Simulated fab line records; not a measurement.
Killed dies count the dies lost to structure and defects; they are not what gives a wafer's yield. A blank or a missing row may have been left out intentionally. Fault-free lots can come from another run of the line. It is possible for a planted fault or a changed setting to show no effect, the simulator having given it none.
fab line records | flow gf180mcu
record lots=6 wafers=18 lastDay=34
route steps=602 shown M3@419 V3@429
lots that met no fault: taken from a fault-free run of the same line
startH: start of the lot's first displayed wafer, in hours after the record's first day | waitH: how many hours have passed since the lot's step before this one | " identical to the entry in the row above | L1.1+2: one row covering several wafers at once | - value missing, or start not given | * or withheld: withheld | < > ~ a bound
route shown NAME@n: NAME is a module with steps in the file, n the number in the route of the first one | usual: mean/standard deviation of fault-free wafers | same: alike in all rows | chamber/n: place in a boat | sites: each site's reading | _std_site: the standard deviation of these | _edge_site: inner sites' mean taken away from outer sites' mean | radiusMm: how far each site lies from the wafer's centre | mask NAME#n: copy n | behind: the tool/chamber that last shaped the wafer | hold: reason for holding the lot/hours on hold/outcome of the hold | device: which transistor (n, p or np) failed to switch | end of line: at the end of the route, the tests of the same wafers | a step without rows: its recipe alone | killed: dies lost to structure and defects at the first sort, not the wafer's yield | map: a wafer's dies, x killed, . not, _ none there
set.NAME: the run value of the setting; set.NAME@STEP: its run value at that earlier step | model.NAME: the simulator's own value behind a step, which no gauge read
lots seen at some steps along the route; tables by step, rows by wafer
services: from which hour (startH, from the record's first day; less than 0 if before it) a tool's chamber was out of use, for how many hours, and why
## steps
# step GF_M3_SOFTBAKE_10
# recipe tempC=130 timeS=60 resist=KrF
# step GF_M3_EXPOSE_11
# recipe maskId=Metal3 targetCdNm=280 na=0.68 sourceShape=conventional sigmaOuter=0.6 doseMj=28
# step GF_M3_PEB_12
# recipe pebTempC=135 pebTimeS=90 resist=KrF
# step GF_M3_DEVELOP_13
# recipe developTimeS=60 devTempC=21
# step GF_M3_CD_MEAS_14
# recipe targetCdNm=280
# usual cdNm=280.4/1
# columns lot.wafer tool chamber startH waitH cdNm
L531.2 cdSem-01 - 544.62 0.2 279.4
L531.3 " - " " 279.9
L531.4 " - " " 280.2
L533.2 cdSem-02 - 573.64 0.1 278.8
L533.4 " - " " 278.9
L533.6 " - " " 279.1
L537.2 cdSem-01 - 598.49 0.1 279.2
L537.3 " - " " 280.2
L537.6 " - " " 280.4
L540.1 cdSem-02 - 626.07 0.1 280.7
L540.3 " - " " 282.5
L540.5 " - " " 280.2
L544.3 cdSem-02 - 652.06 0.1 277.9
L544.4 " - " " 277.6
L544.6 " - " " 279.9
L547.1 cdSem-02 - 659.12 0.1 281.0
L547.2 " - " " 280.2
L547.6 " - " " 280.8
# step GF_M3_OVL_MEAS_15
# usual M3_OVL=-2/5.5
# columns lot.wafer tool chamber startH waitH M3_OVL[nm]
L531.2 overlay-01 - 544.73 0.1 1
L531.3 " - " " -7
L531.4 " - " " -1
L533.2 overlay-01 - 573.74 0.1 -2
L533.4 " - " " -3
L533.6 " - " " -2
L537.2 overlay-02 - 598.59 0.1 -1
L537.3 " - " " -1
L537.6 " - " " 7
L540.1 overlay-02 - 626.19 0.1 1
L540.3 " - " " -4
L540.5 " - " " -1
L544.3 overlay-01 - 652.16 0.1 -15
L544.4 " - " " -5
L544.6 " - " " -7
L547.1 overlay-01 - 659.24 0.1 0
L547.2 " - " " -9
L547.6 " - " " -12
# step GF_M3_METAL_ETCH_16
# recipe chemistry=Cl2/BCl3 maskMaterial=KrF targetDepthNm=750.8 stopOn=SiO2 pressureMtorr=8 icpW=800 biasW=140 Cl2_flow_sccm=80 bcl3FlowSccm=40 timeS=125.1
# usual drypumpMotorCurrentA=5.4/0.33 oesProductAu=0.990/0.0064 throttleValvePct=28.230/0.011
# columns lot.wafer tool chamber startH waitH drypumpMotorCurrentA oesProductAu rfHoursCounterH throttleValvePct
L531.2 rieMetal-01 0 544.76 0.0 5.7 0.983 1 28.245
L531.3 " 1 " " 5.6 0.996 - 28.219
L531.4 " 0 " " 5.7 0.978 - 28.242
L533.2 rieMetal-03 1 573.77 0.0 5.3 0.996 12 28.227
L533.4 " 1 " " 5.3 1.002 - 28.212
L533.6 " 0 " " 4.9 0.994 - 28.223
L537.2 rieMetal-03 1 598.62 0.0 5.3 0.997 13 28.232
L537.3 " 1 " " 5.3 0.998 - 28.229
L537.6 " 0 " " 4.9 0.979 - 28.243
L540.1 rieMetal-03 0 626.22 0.0 4.9 1.003 10 28.225
L540.3 " 1 " " 5.3 0.996 - 28.227
L540.5 " 1 " " 5.3 0.991 - 28.235
L544.3 rieMetal-01 1 652.22 0.1 5.6 0.994 - 28.237
L544.4 " 0 " " 5.7 0.975 - 28.224
L544.6 " 1 " " 5.6 0.988 - 28.226
L547.1 rieMetal-04 0 659.28 0.0 5.0 0.987 22 28.220
L547.2 " 0 " " 5.0 0.986 - 28.243
L547.6 " 0 " " 5.0 0.995 - 28.232
# step GF_M3_STRIP_17
# recipe chemistry=O2/N2 powerW=1400 pressureMtorr=1500 platenTempC=250 o2FlowSccm=3000 n2FlowSccm=300 overashFraction=0.5
# usual drypumpMotorCurrentA=5.51/0.21 heaterPowerW=316/34 n2FlowSccm=300.1/0.89 oesProductAu=0.538/0.0051 stripTimeToEndpointS=7.39/0.052
# columns lot.wafer tool chamber startH waitH drypumpMotorCurrentA heaterPowerW n2FlowSccm oesProductAu rfHoursCounterH stripTimeToEndpointS
L531.2 plasmaAsher-03 1 544.89 0.1 5.58 315 300.2 0.540 93 7.49
L531.3 " 1 " " 5.59 311 301.6 0.534 - 7.32
L531.4 " 0 " " 5.24 352 300.7 0.546 - 7.47
L533.2 plasmaAsher-03 1 573.90 0.1 5.60 313 299.3 0.536 96 7.30
L533.4 " 0 " " 5.24 359 300.2 0.532 - 7.25
L533.6 " 1 " " 5.60 319 298.3 0.544 - 7.34
L537.2 plasmaAsher-04 1 598.75 0.1 5.46 305 301.2 0.537 45 7.37
L537.3 " 1 " " 5.43 309 300.9 0.537 - 7.38
L537.6 " 1 " " 5.46 303 299.7 0.538 - 7.42
L540.1 plasmaAsher-01 1 626.35 0.1 5.83 284 299.9 0.538 85 7.41
L540.3 " 0 " " 5.28 361 301.8 0.535 - 7.34
L540.5 " 0 " " 5.33 371 299.6 0.531 - 7.40
L544.3 plasmaAsher-04 1 652.34 0.1 5.39 314 300.3 0.545 - 7.40
L544.4 " 0 " " 5.59 274 300.1 0.540 - 7.47
L544.6 " 1 " " 5.39 308 300.4 0.531 - 7.35
L547.1 plasmaAsher-04 0 659.54 0.2 5.64 278 300.8 0.536 55 7.44
L547.2 " 1 " " 5.44 304 300.6 0.546 55 7.44
L547.6 " 1 " " 5.41 309 300.0 0.538 - 7.42
# step GF_M3_STRIP_18
# recipe chemistry=postEtchResidueRemover timeS=1200 tempC=72.5
# step GF_M3_CLEAN_19
# recipe chemistry=DIW dry=n2Spin
# step GF_V3_CVD_00
# recipe material=SiO2 targetThkNm=600 sigmaOpenFrac=0.3 tempC=400 timeS=100 sih4FlowSccm=60 pressureMtorr=6
# step GF_V3_THK_MEAS_01
# recipe reads=SiO2_of_V3_CVD_00
# usual V3_CVD_00_THK=600/7.2
# columns lot.wafer tool chamber startH waitH V3_CVD_00_THK[nm]
L531.2 filmMetro-04 - 545.50 0.0 611
L531.3 " - " " 595
L531.4 " - " " 595
L533.2 filmMetro-04 - 574.53 0.0 607
L533.4 " - " " 597
L533.6 " - " " 609
L537.2 filmMetro-01 - 599.37 0.0 616
L537.3 " - " " 605
L537.6 " - " " 607
L540.1 filmMetro-02 - 627.03 0.0 589
L540.3 " - " " 595
L540.5 " - " " 595
L544.3 filmMetro-01 - 652.97 0.1 590
L544.4 " - " " 594
L544.6 " - " " 595
L547.1 filmMetro-01 - 660.18 0.0 603
L547.2 " - " " 599
L547.6 " - " " 600
# step GF_V3_CVD_02
# recipe material=SiO2 targetThkNm=850 precursor=TEOS tempC=400 timeS=94.851 rfW=600
# usual heaterPowerOuterW=371/58 heaterPowerW=657/89 rfFwdPowerW=597.3/1.9
# columns lot.wafer tool chamber startH waitH heaterPowerOuterW heaterPowerW rfFwdPowerW sinceWetCleanH model.SiO2_of_V3_CVD_02.thkNm
L531.2 pecvd-04 0 545.55 0.0 333 632 595.0 787 861.9
L531.3 " 1 " " 301 497 598.0 787 844.5
L531.4 " 0 " " 342 666 595.6 - 863.2
L533.2 pecvd-03 0 574.58 0.0 451 771 597.3 608 834.5
L533.4 " 1 " " 401 751 596.4 - 862.4
L533.6 " 0 " " 340 629 592.9 - 853.1
L537.2 pecvd-03 1 599.42 0.0 388 734 595.5 633 845.2
L537.3 " 2 " " 343 618 598.4 633 829.8
L537.6 " 0 " " 411 706 595.9 - 854.8
L540.1 pecvd-04 1 627.09 0.1 307 516 502.4 22 813.6
L540.3 " 2 " " 382 634 600.1 22 870.4
L540.5 " 0 " " 324 621 599.4 - 882.3
L544.3 pecvd-04 2 653.01 0.0 434 717 597.3 48 853
L544.4 " 1 " " 296 499 502.8 - 819
L544.6 " 0 " " 363 671 597.5 - 864.8
L547.1 pecvd-02 2 660.24 0.1 327 575 597.5 486 834.2
L547.2 " 0 " " 444 779 598.3 486 829.5
L547.6 " 2 " " 364 628 599.2 - 842.6
# step GF_V3_THK_MEAS_03
# recipe reads=SiO2_of_V3_CVD_02
# usual V3_CVD_02_THK=850/13
# columns lot.wafer tool chamber startH waitH V3_CVD_02_THK[nm]
L531.2 filmMetro-02 - 545.63 0.0 862
L531.3 " - " " 845
L531.4 " - " " 863
L533.2 filmMetro-04 - 574.66 0.0 835
L533.4 " - " " 863
L533.6 " - " " 853
L537.2 filmMetro-04 - 599.50 0.0 845
L537.3 " - " " 830
L537.6 " - " " 854
L540.1 filmMetro-02 - 627.16 0.0 813
L540.3 " - " " 871
L540.5 " - " " 882
L544.3 filmMetro-04 - 653.10 0.1 853
L544.4 " - " " 819
L544.6 " - " " 865
L547.1 filmMetro-02 - 660.31 0.0 834
L547.2 " - " " 829
L547.6 " - " " 842
# step GF_V3_CMP_04
# recipe material=SiO2 downForcePsi=4 platenRpm=60 padVelocityMS=0.94248
# usual motorCurrentA=12.2/1.1 slurryFilterDpKPa=13.50/0.15 slurryFlowMlMin=150.0/0.45 timeToEndpointS=79/6.3
# columns lot.wafer tool chamber startH waitH motorCurrentA slurryFilterDpKPa slurryFlowMlMin timeToEndpointS
L531.3 cmp-01 3 545.68 0.0 10.5 13.46 149.6 75
L531.4 " 0 " " 12.5 13.48 149.8 85
L531.2 " 1 " " 10.4 13.83 150.4 82
L533.4 cmp-01 2 574.95 0.3 11.7 13.77 150.1 86
L533.2 " 3 " " 10.7 13.30 149.8 71
L533.6 " 3 " " 10.3 13.56 150.2 77
L537.2 cmp-02 2 599.65 0.1 12.4 13.57 150.0 74
L537.3 " 3 " " 12.4 13.49 151.1 75
L537.6 " 0 " " 12.9 13.36 149.5 79
L540.3 cmp-02 1 627.22 0.0 12.7 13.62 149.5 85
L540.1 " 2 " " 13.0 13.54 150.2 63
L540.5 " 2 " " 12.6 13.56 150.0 89
L544.4 cmp-01 2 653.19 0.1 12.5 13.57 149.2 72
L544.3 " 3 " " 10.6 13.46 150.3 78
L544.6 " 2 " " 12.1 13.62 149.1 93
L547.2 cmp-01 2 660.37 0.0 12.0 13.55 149.6 78
L547.1 " 0 " " 12.5 13.54 149.6 75
L547.6 " 2 " " 12.7 13.75 150.6 80
## services
# columns tool chamber startH hours kind
pecvd-04 0 528.76 10.2 repair
rieMetal-03 1 529.36 33.1 repair
cmp-01 - 532.65 5.9 repair
rieMetal-04 - 544.24 1.4 pm
pecvd-04 2 547.18 27.7 repair
plasmaAsher-03 - 549.35 2.0 repair
pecvd-02 - 553.26 0.8 pm
plasmaAsher-04 - 569.11 15.6 pm
cmp-02 - 572.00 4.0 pm
rieMetal-01 - 574.22 2.8 pm
pecvd-04 - 575.65 0.8 pm
cmp-02 - 576.00 3.5 pm
pecvd-04 2 578.14 8.4 repair
pecvd-04 - 591.12 14.0 pm
pecvd-04 0 591.12 14.0 ventCycle
cmp-01 - 597.70 6.1 pm
pecvd-04 - 604.37 0.8 repair
rieMetal-04 1 606.98 59.6 repair
cmp-02 - 618.41 4.5 pm
rieMetal-03 - 618.54 2.8 pm
pecvd-02 - 637.56 0.6 repair
cmp-02 - 643.33 0.4 repair
cmp-02 - 657.66 1.4 repair
pecvd-03 2 658.24 15.7 repair
## key
firstSign step=GF_V3_CVD_02 reading=rfFwdPowerW direction=down sigmas=49 usual=597.3 struck=502.6
effect step=GF_V3_THK_MEAS_03 reading=V3_CVD_02_THK direction=down sigmas=2.6 usual=850 struck=816
modelEffect step=GF_V3_CVD_02 value=SiO2_of_V3_CVD_02.thkNm without=859.6 struck=816.3
metAt GF_V3_CVD_02
struckWafers L540.1,L544.4
onsetBetween 545.55 627.09
fault kind=processParameterDrift tool=pecvd-04 chamber=1 onsetH=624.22 steps=GF_V3_CVD_02 channel=rfW offset=-96 shape=step endH=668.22 actsIn=theseRecipesOnly stated=600
